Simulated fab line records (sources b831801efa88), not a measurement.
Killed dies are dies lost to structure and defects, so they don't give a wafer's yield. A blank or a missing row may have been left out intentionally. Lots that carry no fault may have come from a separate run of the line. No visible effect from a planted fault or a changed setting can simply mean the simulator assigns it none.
A lot that was struck, set against a sound lot + flow sky130 + 14 out of 708 route steps
Sound: wafers L668.4, L668.5, L668.6. Wafers L663.1, L663.3, L663.4 were the ones struck. The cause is given at the end.
Order at every step that has rows: each side's tool, ch and its chambers, its first start. Under that, the readings that differ: sound wafers + struck wafers + difference of the means + sigmas: that difference in standard deviations of wafers without a fault.
alike: a reading whose means differ by less than 2 such deviations, as well as words and numbers matching on both sides. not compared: withheld readings; readings where some wafer has no value; bounds like >300 that might hide an equal value; numbers whose values overlap and for which the record gives no deviation.
A row with sigmas, a row that says differs or no value, or rows on one side alone: a step with any of these is where the two part. Numbers that have no deviation but don't overlap get no sigmas and don't part them. A reading missing from all wafers of one side parts the sides only when that side holds two or more wafers.

first, 2 steps without rows for these wafers: SKY_LDD_HVP_PEB_05; SKY_LDD_HVP_DEVELOP_06 (develop time 60 s).
SKY_LDD_HVP_OVL_MEAS_07:
  sound: overlay-01 at day 27 14:52; struck: overlay-01 at day 25 21:20
  alike: LDD_HVP_OVL
next, for these wafers, 1 step has no rows: SKY_LDD_HVP_IMPLANT_08.
SKY_LDD_HVP_STRIP_09: strips in O2/N2.
  sound on plasmaAsher-04 ch 0,1, day 27 15:04; struck on plasmaAsher-02 ch 0,1, day 25 21:32
  alike: drypumpMotorCurrentA, oesProductAu, stripTimeToEndpointS
  not compared: rfHoursCounterH
SKY_LDD_HVP_TW_MEAS_10:
  sound: filmMetro-01 at day 27 15:10; struck: filmMetro-01 at day 25 21:38
  alike: LDD_HVP_TW
then, 6 steps without rows for these wafers: SKY_LDD_LDN_DEHYDRATE_00 (time 60 s); SKY_LDD_LDN_HMDS_01 (prime time 60 s); SKY_LDD_LDN_COAT_02 (resist thk 1140 nm); SKY_LDD_LDN_SOFTBAKE_03 (time 60 s); SKY_LDD_LDN_EXPOSE_04 (exposes mask LDNTM, target cd 700 nm); SKY_LDD_LDN_PEB_05.
SKY_LDD_LDN_DEVELOP_06: develop time 60 s.
  struck on lithoTrack-01, day 27 02:02; sound on lithoTrack-01 ch 0, day 28 20:30
  no value came back on the struck wafers for chillPlateTempC (C), developTimeS (s); on the sound wafers chillPlateTempC (C) reads 23.02 23.04 23.25
SKY_LDD_LDN_OVL_MEAS_07:
  sound: overlay-02 at day 28 20:36; struck: overlay-01 at day 27 02:11
| reading          | sound       | struck | difference                    | sigmas |
|------------------|-------------|--------|-------------------------------|--------|
| LDD_LDN_OVL (nm) | 1.1 2.6 1.4 | - - -  | no value on the struck wafers |        |

WHERE THEY PART
First at SKY_LDD_LDN_DEVELOP_06; last, within this record, at SKY_LDD_LDN_OVL_MEAS_07.

WHY: what the simulator had put in
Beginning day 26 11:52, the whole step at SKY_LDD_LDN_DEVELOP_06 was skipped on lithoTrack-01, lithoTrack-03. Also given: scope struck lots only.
